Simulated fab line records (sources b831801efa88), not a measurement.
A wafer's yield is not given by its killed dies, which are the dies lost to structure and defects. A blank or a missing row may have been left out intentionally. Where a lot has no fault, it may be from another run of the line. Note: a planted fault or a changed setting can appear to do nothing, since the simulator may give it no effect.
Struck lot and sound lot, side by side -- flow gf180mcu -- 20 out of 602 route steps
Sound: these wafers, L872.4, L872.5, L872.6. The struck wafers were L878.1, L878.2, L878.3. Last of all comes the cause.
At each step with rows: each side's tool, then ch and its chambers, then its first start. Under that, the readings that differ: sound wafers -- struck wafers -- difference of the means -- sigmas: that difference in standard deviations of wafers without a fault.
alike: same words and numbers on both sides, and readings whose means sit less than 2 such deviations apart. not compared: any withheld reading, any reading some wafer has no value for, any bound like >300 that may hide the same value, and any number with overlapping values for which the record gives no deviation.
A row with sigmas, a row that says differs or no value, or rows on one side alone: a step with any of these is where the two part. When numbers do not overlap yet have no deviation, they are printed without sigmas and do not part them. Lack of a reading on every wafer of one side parts them only where that side has two or more wafers.

first, 1 step without rows for these wafers: GF_V4_CVD_00 (deposits SiO2, target thk 600 nm, time 100 s).
GF_V4_THK_MEAS_01:
  struck on film metro-02, day 27 10:30; sound on film metro-02, day 25 17:55
  alike: V4_CVD_00_THK
GF_V4_CVD_02: deposits SiO2 from TEOS, target thk 850 nm, time 94.851 s.
  sound on pecvd-01 ch 0,1,2, day 25 17:58; struck on pecvd-02 ch 0,1,2, day 27 10:34
  alike: heater power w
GF_V4_THK_MEAS_03:
  struck on film metro-01, day 27 10:38; sound on film metro-01, day 25 18:02
  alike: V4_CVD_02_THK
GF_V4_CMP_04: polishes SiO2.
  sound on cmp-01 ch 0,2,3, day 25 18:13; struck on cmp-01 ch 1,2,3, day 27 10:41
  alike: motor current A, time to endpoint s
GF_V4_BOW_MEAS_05:
  struck on film metro-02, day 27 10:59; sound on film metro-02, day 25 18:25
  alike: V4_BOW
then, 6 steps without rows for these wafers: GF_V4_DEHYDRATE_06 (time 60 s); GF_V4_HMDS_07 (prime time 60 s); GF_V4_COAT_08; GF_V4_COAT_09 (resist thk 1000 nm); GF_V4_SOFTBAKE_10 (time 60 s); GF_V4_EXPOSE_11 (exposes mask Via4, target cd 260 nm).
GF_V4_PEB_12: peb time 90 s.
  sound on litho track-03 ch 0, day 26 14:38; struck on litho track-03 ch 0, day 28 07:02
reading,sound,struck,difference,sigmas
heater power total W (W),85.67 85.79 85.89,97.32 97.28 97.26,+11.50,+99 or more
then, 1 step without rows for these wafers: GF_V4_DEVELOP_13 (develop time 60 s).
GF_V4_CD_MEAS_14 targets a cd of 260 nm.
  struck on cd sem-01, day 28 07:23; sound on cd sem-02, day 26 14:56
reading,sound,struck,difference,sigmas
cd nm (nm),260.6 259.4 260.3,249.6 251.2 250.3,-9.7,-8
GF_V4_OVL_MEAS_15:
  struck on overlay-01, day 28 07:30; sound on overlay-01, day 26 15:01
  alike: V4_OVL
GF_V4_ETCH_16: etches BARC in N2/H2.
  sound on rie diel-04 ch 1,2, day 26 15:02; struck on rie diel-03 ch 0,1,3, day 28 07:32
reading,sound,struck,difference,sigmas
model.V4.cd nm (nm),261 259.5 260.1,249.8 250.4 250.3,-10.0,
  alike: drypump motor current A, oes product au, throttle valve pct
GF_V4_ETCH_17: etches SiO2 in C4F8/O2/Ar, stops on TiN, target depth 630 nm.
  sound: rie diel-04 ch 1,2; struck: rie diel-03 ch 0,1,3
reading,sound,struck,difference,sigmas
model.V4.cd nm (nm),260.7 259.3 259.9,249.4 250.1 250.1,-10.1,
  alike: oes product au
GF_V4_STRIP_18: strips in O2/N2.
  sound on plasma asher-02 ch 0,1, day 26 15:12; struck on plasma asher-01 ch 0,1, day 28 07:40
  alike: drypump motor current A, heater power w, oes product au
  not compared: rf hours counter h
-- the record jumps here: 4 days lie between the struck wafers' starts before and after (it left off in module V4 and takes up again in module PASSIVATION, whose first step shown is number 602 of the route) --
GF_PASSIVATION_PROBE_99:
  only the struck wafers here have rows in the record (prober-02, day 32 10:59); the sound ones have none

## WHERE THEY PART
At GF_V4_PEB_12 first; at GF_PASSIVATION_PROBE_99 last (within this record only).

WHY: the cause the simulator had injected
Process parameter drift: litho track-03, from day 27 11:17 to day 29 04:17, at GF_V4_PEB_12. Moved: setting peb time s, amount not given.
